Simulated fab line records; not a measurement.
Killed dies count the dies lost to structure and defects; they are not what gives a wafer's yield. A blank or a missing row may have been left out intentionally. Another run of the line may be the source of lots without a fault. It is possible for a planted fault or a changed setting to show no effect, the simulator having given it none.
Matching of chambers + flow gf180mcu + GF_V3_CVD_00 on hdpcvd-01 has 3 sister chambers
The step deposits SiO2, target thk 600 nm, time 100 s. 3 wafers are shown with their chamber, then 7 later ones without.

EACH WAFER AND ITS CHAMBER
| wafer  | chamber | sih4FlowSccm (sccm) |
|--------|---------|---------------------|
| L841.1 | 2       | 60.12               |
| L842.2 | 0       | 59.83               |
| L842.3 | 1       | 59.92               |

WAFERS WITH NO CHAMBER GIVEN
| wafer  | sih4FlowSccm (sccm) |
|--------|---------------------|
| L842.6 | 59.98               |
| L844.2 | 59.82               |
| L844.3 | 60.02               |
| L844.4 | 59.95               |
| L845.2 | 59.91               |
| L845.3 | 59.90               |
| L845.5 | 60.02               |

CHAMBER TAKEN BY EACH
| wafer  | from the rows above          | in truth |
|--------|------------------------------|----------|
| L842.6 | can't be placed: 1 or 2 or 0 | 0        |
| L844.2 | can't be placed: 0 or 1      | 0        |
| L844.3 | can't be placed: 2 or 1 or 0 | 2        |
| L844.4 | can't be placed: 1 or 0      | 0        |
| L845.2 | can't be placed: 1 or 0      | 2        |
| L845.3 | can't be placed: 1 or 0      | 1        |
| L845.5 | can't be placed: 2 or 1 or 0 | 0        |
Correctly placed: 0 of 7. These rows do not allow placing 7 (true chamber among the candidates in 6). Number placed wrongly: 0.
How it was worked out, from the rows above alone: a wafer's distance from a chamber is the root of the sum, over the readings, of the square of ((its reading less the chamber's mean) divided by the reading's scatter). If the next closest chamber is less than 2 further off than the closest, the wafer can't be placed; otherwise it belongs to the closest. Each chamber's mean is taken over the wafers shown for it. The scatter: with one shown wafer a chamber, the root of the mean of the squares of how far each hidden wafer lies from its nearest shown one.
